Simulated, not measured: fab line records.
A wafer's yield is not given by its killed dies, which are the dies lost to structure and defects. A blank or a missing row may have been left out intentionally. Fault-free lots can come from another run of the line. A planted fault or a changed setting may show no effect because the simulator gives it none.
Shared-tool check | flow gf180mcu | Lots sampled 13, wafers sampled 39

== WHY IT WAS OPENED ==
2 of 13 lots carry a flag on the reading NWELL_TW at GF_NWELL_TW_MEAS_11. No-fault wafers: 1576, standard deviation 21.
Rule: flag the lot when none of its wafers has a number, or when each of its wafers that has one lies beyond 4 standard deviations from that mean. The rest of the lots are taken to be sound.

lot  | measured    | on            | NWELL_TW, wafer by wafer | flag
L909 | day 3 08:39 | film metro-03 | 1577 1576 1572           |
L910 | day 3 16:05 | film metro-01 | 1611 1613 1606           |
L912 | day 4 00:38 | film metro-01 | 1612 1622 1613           |
L914 | day 4 09:47 | film metro-04 | 1562 1567 1562           |
L915 | day 4 17:00 | film metro-03 | 1562 1568 1572           |
L916 | day 5 02:38 | film metro-04 | 1572 1560 1558           |
L919 | day 5 13:48 | film metro-03 | 1563 1567 1570           |
L920 | day 5 20:40 | film metro-04 | 1567 1565 1565           |
L923 | day 6 12:10 | film metro-03 | 1565 1560 1568           |
L927 | day 7 14:23 | film metro-03 | 1757 1745 1753           | FLAGGED
L928 | day 7 15:34 | film metro-03 | 1759 1749 1748           | FLAGGED
L931 | day 8 09:44 | film metro-01 | 1618 1612 1615           |
L932 | day 8 13:50 | film metro-03 | 1557 1572 1569           |
The mean of the flagged lots' numbers is 1752, +176 from the usual (+8 standard deviations).

== WHICH TOOL EACH LOT WENT THROUGH ==
The record holds 1 process step before the reading, out of a route of 602 steps. Every cell lists first the tool, next ch and the chambers used by the sampled wafers, and last the start.
lot  | flag    | GF_NWELL_IMPLANT_08
L909 |         | implanter-04 ch 0, day 3 08:15
L910 |         | implanter-04 ch 0, day 3 15:41
L912 |         | implanter-02 ch 0, day 4 00:15
L914 |         | implanter-04 ch 0, day 4 09:23
L915 |         | implanter-02 ch 0, day 4 16:36
L916 |         | implanter-03 ch 0, day 5 02:15
L919 |         | implanter-03 ch 0, day 5 13:24
L920 |         | implanter-04 ch 0, day 5 20:18
L923 |         | implanter-04 ch 0, day 6 11:47
L927 | FLAGGED | implanter-04 ch 0, day 7 13:59
L928 | FLAGGED | implanter-04 ch 0, day 7 15:11
L931 |         | implanter-03 ch 0, day 8 09:20
L932 |         | implanter-02 ch 0, day 8 13:26
What these steps do:
- GF_NWELL_IMPLANT_08
- GF_NWELL_TW_MEAS_11

== FLAGGED AGAINST TOTAL, ONE TOOL AT A TIME (gauges that did the reading follow at the end) ==
step                | tool          | lots run | flagged | share of the flagged lots | sound lots run after its first flagged lot
GF_NWELL_IMPLANT_08 | implanter-02  | 3        | 0       | none                      | -
GF_NWELL_IMPLANT_08 | implanter-03  | 3        | 0       | none                      | -
GF_NWELL_IMPLANT_08 | implanter-04  | 7        | 2       | all                       | 0
GF_NWELL_TW_MEAS_11 | film metro-01 | 3        | 0       | none                      | -
GF_NWELL_TW_MEAS_11 | film metro-03 | 7        | 2       | all                       | 1 (L932)
GF_NWELL_TW_MEAS_11 | film metro-04 | 3        | 0       | none                      | -

== WHAT IS ALLOWED BY THE TABLE ==
Table rows that saw every flagged lot: 2, namely implanter-04 at GF_NWELL_IMPLANT_08 and film metro-03 at GF_NWELL_TW_MEAS_11.
- implanter-04 at GF_NWELL_IMPLANT_08 ran 7 lots, 2 of them flagged. A fault beginning between L923 (day 6 11:47), its last sound lot, and L927 (day 7 13:59), its first flagged one, fits the data. Its own readings (dose ions cm2, faraday current uA) fall more than 4 standard deviations out on all wafers of the flagged lots.
- film metro-03 at GF_NWELL_TW_MEAS_11 ran 7 lots, 2 of them flagged. Sound lots followed the first flagged one (L932) on it, something a lasting fault affecting the whole tool could not allow.
Just one tool remains: implanter-04 at GF_NWELL_IMPLANT_08.

== WHAT THE SIMULATOR HAD PUT IN ==
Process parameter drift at GF_NWELL_IMPLANT_08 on implanter-04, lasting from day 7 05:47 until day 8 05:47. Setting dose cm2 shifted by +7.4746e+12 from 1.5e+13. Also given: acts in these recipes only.
Shown lots that were struck: L927, L928. This agrees with what the rule above found.
